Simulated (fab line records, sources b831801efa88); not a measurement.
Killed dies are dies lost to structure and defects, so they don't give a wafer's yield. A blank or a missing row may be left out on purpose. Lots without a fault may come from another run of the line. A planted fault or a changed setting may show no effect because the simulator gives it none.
Which tool did it? | flow sky130 | 24 lots, 72 wafers sampled, at 5 steps of a route of 708

WHAT THE GAUGES READ, wafer by wafer
SKY_LDD_N_OVL_MEAS_07.
lot  | measured     | on         | LDD_N_OVL (nm)
L074 | day 17 01:23 | overlay-01 | -2.7 -2.6 0.0
L075 | day 18 02:27 | overlay-01 | 1.8 -0.8 0.5
L076 | day 19 01:08 | overlay-02 | -3.3 -1.1 -1.4
L078 | day 19 01:08 | overlay-01 | -1.5 -1.7 -3.5
L077 | day 19 08:14 | overlay-02 | -2.9 -2.8 -1.7
L079 | day 20 02:25 | overlay-02 | -4.3 -1.9 -2.8
L080 | day 20 17:14 | overlay-01 | -0.7 2.3 -0.4
L082 | day 21 00:09 | overlay-02 | -1.7 -0.4 -2.3
L081 | day 21 06:10 | overlay-02 | -2.9 -1.0 -3.0
L083 | day 21 06:28 | overlay-01 | 0.3 1.8 1.4
L084 | day 21 09:45 | overlay-02 | -2.1 -3.6 -1.2
L087 | day 23 13:43 | overlay-01 | 1.7 0.6 0.2
L086 | day 23 14:19 | overlay-02 | -1.2 -2.7 -3.5
L085 | day 23 15:33 | overlay-01 | 2.1 1.1 1.6
L088 | day 23 15:55 | overlay-01 | 0.3 1.8 2.6
L090 | day 23 17:37 | overlay-01 | -1.5 -0.8 1.5
L089 | day 23 18:16 | overlay-01 | 1.0 -0.1 0.1
L091 | day 23 21:04 | overlay-02 | 0.4 2.7 2.3
L092 | day 24 03:03 | overlay-01 | 1.1 3.5 1.4
L093 | day 24 14:40 | overlay-02 | -0.9 -1.9 -2.5
L094 | day 25 03:07 | overlay-01 | 0.9 0.0 0.2
L095 | day 25 06:55 | overlay-01 | -0.2 1.2 0.3
L096 | day 25 13:45 | overlay-02 | -0.6 -0.6 0.2
L097 | day 26 05:29 | overlay-02 | -0.2 0.1 -2.1

SKY_VIA1_THK_MEAS_01.
lot  | measured     | on            | VIA1_HDPCVD_THK (nm)
L074 | day 32 04:24 | film_metro-03 | 994 985 983
L075 | day 33 05:08 | film_metro-03 | 1008 1002 999
L076 | day 34 00:13 | film_metro-03 | 982 999 991
L078 | day 34 03:58 | film_metro-03 | 1008 1015 1005
L077 | day 34 07:55 | film_metro-01 | 1016 1012 1014
L079 | day 35 03:44 | film_metro-02 | 990 999 994
L080 | day 35 19:54 | film_metro-02 | 998 1006 1010
L082 | day 35 20:41 | film_metro-01 | 1015 1010 1011
L081 | day 36 00:56 | film_metro-03 | 993 1000 1003
L083 | day 36 02:16 | film_metro-02 | 1013 1012 1022
L084 | day 36 04:01 | film_metro-02 | 1013 1016 1007
L087 | day 37 22:08 | film_metro-02 | 984 978 994
L086 | day 37 23:08 | film_metro-03 | 983 1007 996
L085 | day 37 23:39 | film_metro-02 | 1001 995 1000
L088 | day 38 01:52 | film_metro-01 | 995 998 979
L090 | day 38 04:16 | film_metro-01 | 1000 991 994
L089 | day 38 04:32 | film_metro-03 | 1012 1005 1019
L091 | day 38 05:33 | film_metro-03 | 992 984 986
L092 | day 38 09:01 | film_metro-03 | 995 991 996
L093 | day 38 22:22 | film_metro-03 | 1014 991 999
L094 | day 39 08:11 | film_metro-01 | 1011 1006 997
L095 | day 39 08:35 | film_metro-01 | 1005 1005 1000
L096 | day 39 14:50 | film_metro-01 | 1003 999 996
L097 | day 40 05:25 | film_metro-01 | 1001 992 1007

SKY_CAPM_THK_MEAS_01.
lot  | measured     | on            | CAPM_CVD_00_THK (nm)
L074 | day 35 19:24 | film_metro-01 | 15.27 15.18 15.58
L075 | day 36 18:24 | film_metro-02 | 15.07 15.66 15.53
L076 | day 37 13:02 | film_metro-02 | 15.02 15.47 15.33
L078 | day 37 15:42 | film_metro-04 | 15.90 15.51 15.68
L077 | day 37 20:18 | film_metro-04 | 15.20 15.63 15.34
L079 | day 38 15:21 | film_metro-01 | 15.98 15.95 16.15
L080 | day 39 06:26 | film_metro-01 | 15.48 15.51 15.84
L082 | day 39 06:48 | film_metro-01 | 15.64 15.81 15.67
L081 | day 39 11:14 | film_metro-04 | 15.49 15.41 15.65
L083 | day 39 11:53 | film_metro-02 | 15.76 15.64 16.04
L084 | day 39 14:07 | film_metro-04 | 15.49 15.79 15.97
L087 | day 41 05:07 | film_metro-02 | 15.63 15.80 15.87
L086 | day 41 07:08 | film_metro-02 | 15.70 15.90 15.72
L085 | day 41 07:49 | film_metro-01 | 15.32 15.80 15.72
L088 | day 41 09:42 | film_metro-02 | 15.41 15.66 15.61
L090 | day 41 11:44 | film_metro-02 | 15.73 15.93 15.95
L089 | day 41 12:32 | film_metro-02 | 15.64 15.62 15.96
L091 | day 41 12:50 | film_metro-01 | 15.34 15.86 15.99
L092 | day 41 15:43 | film_metro-04 | 15.66 15.98 15.75
L093 | day 42 04:16 | film_metro-02 | 15.79 15.93 15.92
L094 | day 42 13:47 | film_metro-01 | 15.64 15.32 15.58
L095 | day 42 14:41 | film_metro-02 | 15.38 15.37 15.43
L096 | day 42 19:41 | film_metro-02 | 15.69 15.27 15.79
L097 | day 43 08:35 | film_metro-04 | 15.38 15.53 15.75

WHICH TOOL RAN EACH LOT (tool, then ch and the chambers of the sampled wafers, then the start)
lot  | SKY_METAL1_SPUTTER_00        | SKY_VIA1_CMP_24
L074 | pvd_sputter-01, day 30 22:52 | cmp-01 ch 1,2,3, day 33 09:00
L075 | pvd_sputter-01, day 32 00:50 | cmp-01 ch 0,3, day 34 08:59
L076 | pvd_sputter-03, day 32 20:26 | cmp-02 ch 1,3, day 35 04:29
L078 | pvd_sputter-01, day 33 00:07 | cmp-02 ch 0,3, day 35 08:16
L077 | pvd_sputter-02, day 33 03:53 | cmp-02 ch 0,1,3, day 35 12:20
L079 | pvd_sputter-02, day 33 23:22 | cmp-02 ch 1,3, day 36 07:42
L080 | pvd_sputter-03, day 34 15:15 | cmp-01 ch 0,2,3, day 37 00:04
L082 | pvd_sputter-03, day 34 16:32 | cmp-01 ch 1,3, day 37 00:25
L081 | pvd_sputter-01, day 34 21:16 | cmp-01 ch 1,2, day 37 04:25
L083 | pvd_sputter-03, day 34 21:55 | cmp-02 ch 1,2,3, day 37 06:04
L084 | pvd_sputter-03, day 35 00:26 | cmp-01 ch 0,1,3, day 37 08:07
L087 | pvd_sputter-01, day 36 18:58 | cmp-02 ch 0,2, day 39 00:55
L086 | pvd_sputter-01, day 36 19:53 | cmp-02 ch 0,1,3, day 39 02:47
L085 | pvd_sputter-03, day 36 20:32 | cmp-02 ch 2,3, day 39 03:05
L088 | pvd_sputter-03, day 36 22:05 | cmp-02 ch 0,1, day 39 05:02
L090 | pvd_sputter-03, day 37 01:10 | cmp-02 ch 1,2,3, day 39 07:07
L089 | pvd_sputter-03, day 37 01:37 | cmp-01 ch 0,1,3, day 39 07:11
L091 | pvd_sputter-03, day 37 02:19 | cmp-01 ch 0,1,2, day 39 08:24
L092 | pvd_sputter-03, day 37 06:21 | cmp-01 ch 0,2, day 39 11:46
L093 | pvd_sputter-01, day 37 18:49 | cmp-01 ch 0,2,3, day 40 00:23
L094 | pvd_sputter-01, day 38 05:23 | cmp-02 ch 1,2,3, day 40 10:22
L095 | pvd_sputter-01, day 38 05:49 | cmp-02 ch 0,1,2, day 40 10:46
L096 | pvd_sputter-03, day 38 12:52 | cmp-01 ch 1,2,3, day 40 16:32
L097 | pvd_sputter-03, day 39 03:41 | cmp-01 ch 0,3, day 41 06:43
- SKY_METAL1_SPUTTER_00: material Ti, target thk 15 nm, time 10 s.
- SKY_VIA1_CMP_24: polishes, stops on SiO2, t overpolish 15 s, target thk 0 nm.

WHAT THE TOOLS THEMSELVES READ (means of the sampled wafers that have a number; where no wafer has one, the mark that the record gives instead)
SKY_METAL1_SPUTTER_00.
lot  | tool           | throttle_valve_pct (%)
L074 | pvd_sputter-01 | 30.1
L075 | pvd_sputter-01 | 29.4
L076 | pvd_sputter-03 | 28.5
L078 | pvd_sputter-01 | 29.7
L077 | pvd_sputter-02 | 29.7
L079 | pvd_sputter-02 | 29.6
L080 | pvd_sputter-03 | 28.1
L082 | pvd_sputter-03 | 30.9
L081 | pvd_sputter-01 | 29.8
L083 | pvd_sputter-03 | 30.0
L084 | pvd_sputter-03 | 30.3
L087 | pvd_sputter-01 | 29.2
L086 | pvd_sputter-01 | 29.3
L085 | pvd_sputter-03 | 29.1
L088 | pvd_sputter-03 | 29.4
L090 | pvd_sputter-03 | 30.4
L089 | pvd_sputter-03 | 29.2
L091 | pvd_sputter-03 | 27.9
L092 | pvd_sputter-03 | 29.1
L093 | pvd_sputter-01 | 29.9
L094 | pvd_sputter-01 | 29.2
L095 | pvd_sputter-01 | 29.0
L096 | pvd_sputter-03 | 30.2
L097 | pvd_sputter-03 | 30.9

SKY_VIA1_CMP_24.
lot  | tool   | motor_current_A (A) | overpolish_run_s (s) | time_to_endpoint_s (s)
L074 | cmp-01 | 12.0                | 14.993               | 67.9
L075 | cmp-01 | 10.6                | 15.005               | 63.9
L076 | cmp-02 | 10.4                | 14.994               | 64.4
L078 | cmp-02 | 12.2                | 15.000               | 66.0
L077 | cmp-02 | 11.6                | 15.005               | 66.0
L079 | cmp-02 | 10.5                | 14.998               | 66.1
L080 | cmp-01 | 11.6                | 15.002               | 62.7
L082 | cmp-01 | 10.6                | 15.009               | 65.4
L081 | cmp-01 | 13.1                | 15.003               | 65.7
L083 | cmp-02 | 12.1                | 14.998               | 62.0
L084 | cmp-01 | 9.9                 | 15.003               | 63.0
L087 | cmp-02 | 13.5                | 14.992               | 64.4
L086 | cmp-02 | 11.4                | 14.999               | 66.0
L085 | cmp-02 | 13.6                | 15.004               | 63.4
L088 | cmp-02 | 11.8                | 15.005               | 68.1
L090 | cmp-02 | 12.0                | 15.000               | 68.0
L089 | cmp-01 | 10.4                | 15.005               | 65.3
L091 | cmp-01 | 11.4                | 14.992               | 64.9
L092 | cmp-01 | 13.2                | 14.999               | 63.7
L093 | cmp-01 | 11.9                | 14.997               | 70.3
L094 | cmp-02 | 12.1                | 14.997               | 68.6
L095 | cmp-02 | 12.5                | 14.999               | 64.9
L096 | cmp-01 | 11.7                | 15.005               | 64.6
L097 | cmp-01 | 10.2                | 14.998               | 64.4

THE ANSWER, worked out from the rows above alone
Rule: what is usual is taken from the lots themselves. Put in order of their means at a reading, lots are off if they are a third of the lots or fewer, leave a main group of 4 or more, and stand apart from it by a gap of 3 or more times the standard deviation of the main group's means; of several such gaps the widest counts. A main group whose means are all the same, to the digits that the tables above print for the reading, isn't used. A lot without any number at a reading at which 4 lots or more have one is off too. The other lots that the step has rows for count as sound. The gauges are gone through in route order, then the tools' own readings, and for those a lot's mean is taken as printed above. The first step at which some lot is off is used, and at that step the reading that is off furthest; a lot without a number counts as furthest.
No lot is off at any reading shown: from this, nothing can be told.

WHAT THE SIMULATOR HAD PUT IN
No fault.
